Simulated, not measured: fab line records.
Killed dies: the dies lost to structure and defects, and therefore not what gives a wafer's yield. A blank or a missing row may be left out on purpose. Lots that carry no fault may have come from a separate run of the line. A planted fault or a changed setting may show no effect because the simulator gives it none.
Which tool is to blame? ; flow sky130 ; 10 lots with 30 wafers sampled at 6 steps, on a route of 708 steps

## WHAT THE GAUGES READ, wafer by wafer
SKY_SD_P_TW_MEAS_11.
lot;measured;on;SD_P_TW
L686;day 25 08:41;film_metro-01;2814 2785 2819
L687;day 25 21:37;film_metro-01;2802 2787 2799
L688;day 26 07:58;film_metro-02;2825 2821 2827
L689;day 26 22:49;film_metro-02;2818 2834 2831
L692;day 27 23:35;film_metro-01;2809 2790 2801
L698;day 30 10:40;film_metro-02;2762 2774 2780
L701;day 30 21:35;film_metro-01;2739 2741 2747
L703;day 31 16:01;film_metro-04;2833 2852 2859
L706;day 32 06:44;film_metro-01;2810 2789 2805
L709;day 33 22:20;film_metro-04;2814 2814 2809

SKY_SD_N_RS_MEAS_17: measures by four-point-probe.
lot;measured;on;SD_P_RS (ohm/sq)
L686;day 27 20:35;film_metro-02;146.4 146.8 146.8
L687;day 28 07:35;film_metro-02;146.2 146.3 146.2
L688;day 28 17:46;film_metro-04;146.8 146.4 146.7
L689;day 29 07:47;film_metro-01;147.2 147.0 146.8
L692;day 30 09:19;film_metro-01;147.0 147.0 146.9
L698;day 32 18:08;film_metro-04;151.0 151.4 151.7
L701;day 33 03:59;film_metro-01;151.8 151.4 150.9
L703;day 33 22:34;film_metro-02;146.1 146.8 146.4
L706;day 34 12:47;film_metro-01;147.2 147.4 147.7
L709;day 36 03:55;film_metro-04;146.9 146.6 146.5

SKY_VIA2_THK_MEAS_23: measures by xrf.
lot;measured;on;VIA2_W_THK (nm)
L686;day 36 06:34;film_metro-04;418 415 410
L687;day 36 16:24;film_metro-03;420 420 419
L688;day 37 00:22;film_metro-02;411 413 411
L689;day 37 15:44;film_metro-03;415 418 414
L692;day 38 14:55;film_metro-03;410 415 415
L698;day 40 20:07;film_metro-03;414 410 413
L701;day 41 02:53;film_metro-03;413 411 414
L703;day 41 21:10;film_metro-02;417 415 410
L706;day 42 07:10;film_metro-04;428 415 426
L709;day 43 19:41;film_metro-04;419 421 425

## WHICH TOOL RAN EACH LOT (tool, then ch and the chambers of the sampled wafers, then the start)
lot;SKY_SD_P_IMPLANT_09;SKY_SD_P_STRIP_10;SKY_METAL2_DESCUM_17
L686;implanter-01 ch 0, day 25 08:27;plasma_asher-02 ch 0, day 25 08:34;rie_metal-02 ch 0, day 35 02:13
L687;implanter-03 ch 0, day 25 21:22;plasma_asher-01 ch 0,1, day 25 21:31;rie_metal-04 ch 0,1, day 35 11:50
L688;implanter-03 ch 0, day 26 07:44;plasma_asher-01 ch 0,1, day 26 07:52;rie_metal-04 ch 0,1, day 35 20:39
L689;implanter-03 ch 0, day 26 22:35;plasma_asher-01 ch 0, day 26 22:43;rie_metal-03 ch 0,1, day 36 10:01
L692;implanter-01 ch 0, day 27 23:22;plasma_asher-04 ch 0,1, day 27 23:29;rie_metal-03 ch 0,1, day 37 10:53
L698;implanter-01 ch 0, day 30 10:26;plasma_asher-02 ch 0,1, day 30 10:34;rie_metal-04 ch 0,1, day 39 16:56
L701;implanter-01 ch 0, day 30 21:23;plasma_asher-04 ch 0,1, day 30 21:29;rie_metal-04 ch 0,1, day 40 00:22
L703;implanter-03 ch 0, day 31 15:46;plasma_asher-02 ch 0,1, day 31 15:55;rie_metal-02 ch 0,1, day 40 18:43
L706;implanter-03 ch 0, day 32 06:30;plasma_asher-01 ch 0,1, day 32 06:37;rie_metal-02 ch 0,1, day 41 04:32
L709;implanter-01 ch 0, day 33 22:05;plasma_asher-04 ch 0,1, day 33 22:14;rie_metal-04 ch 0, day 42 17:43
- SKY_SD_P_IMPLANT_09
- SKY_SD_P_STRIP_10: strips in O2/N2.
- SKY_METAL2_DESCUM_17: chemistry O2, time 8 s.

## WHAT THE TOOLS THEMSELVES READ (means of the sampled wafers that have a number; where no wafer has one, the mark that the record gives instead)
SKY_SD_P_IMPLANT_09.
lot;tool;beam_energy_keV;beam_on_s (s);end_station_pressure_torr (Torr)
L686;implanter-01;20.010;12.2;1.62e-05
L687;implanter-03;20.003;14.9;1.30e-05
L688;implanter-03;20.002;14.9;1.28e-05
L689;implanter-03;20.003;14.7;1.32e-05
L692;implanter-01;19.998;12.2;1.57e-05
L698;implanter-01;18.759;12.4;1.50e-05
L701;implanter-01;18.768;12.6;1.54e-05
L703;implanter-03;20.003;15.3;1.32e-05
L706;implanter-03;19.996;14.8;1.31e-05
L709;implanter-01;19.997;12.3;1.55e-05

SKY_SD_P_STRIP_10.
lot;tool;drypump_motor_current_A (A);oes_product_au (a.u.);strip_time_to_endpoint_s (s)
L686;plasma_asher-02;5.5;0.616;17.49
L687;plasma_asher-01;5.8;0.615;17.47
L688;plasma_asher-01;5.8;0.618;17.46
L689;plasma_asher-01;6.1;0.618;17.51
L692;plasma_asher-04;6.1;0.612;17.49
L698;plasma_asher-02;6.0;0.619;17.36
L701;plasma_asher-04;6.1;0.625;17.31
L703;plasma_asher-02;5.8;0.616;17.49
L706;plasma_asher-01;5.5;0.611;17.45
L709;plasma_asher-04;6.1;0.611;17.51

SKY_METAL2_DESCUM_17.
lot;tool;drypump_motor_current_A (A);oes_product_au (a.u.)
L686;rie_metal-02;6.1;1.009
L687;rie_metal-04;5.5;0.996
L688;rie_metal-04;5.5;1.004
L689;rie_metal-03;5.7;1.001
L692;rie_metal-03;5.7;1.003
L698;rie_metal-04;5.5;1.013
L701;rie_metal-04;5.3;1.011
L703;rie_metal-02;5.9;1.000
L706;rie_metal-02;5.9;1.000
L709;rie_metal-04;5.7;0.998

## THE ANSWER, worked out from the rows above alone
Rule: usual is defined by the lots themselves. Put in order of their means at a reading, lots are off if they are a third of the lots or fewer, leave a main group of 4 or more, and stand apart from it by a gap of 3 or more times the standard deviation of the main group's means; of several such gaps the widest counts. The tables above print the reading to a certain number of digits; a main group whose means all agree to those digits is not used. Also off: a lot with no number at a reading for which 4 or more lots have one. Any other lot the step has rows for is counted as sound. First the gauges in route order, then the tools' own readings, where a lot's mean is used as printed above. At the first step where some lot is off, the reading lying furthest off is the one used; lots without a number count as furthest.
Off: at SKY_SD_N_RS_MEAS_17 (SD_P_RS), L698, L701. The main group: mean 146.8 ohm/sq, standard deviation 0.35.
If a tool, at a process step before that reading, ran all the lots that are off and no sound lot after the first of them, it fits. The gauges at SKY_SD_N_RS_MEAS_17 aren't tried: what is off there is off at SKY_SD_P_IMPLANT_09 too, on other tools, and a gauge's error can't cause that. Not one of the candidates tried fits.

## WHAT THE SIMULATOR PUT IN
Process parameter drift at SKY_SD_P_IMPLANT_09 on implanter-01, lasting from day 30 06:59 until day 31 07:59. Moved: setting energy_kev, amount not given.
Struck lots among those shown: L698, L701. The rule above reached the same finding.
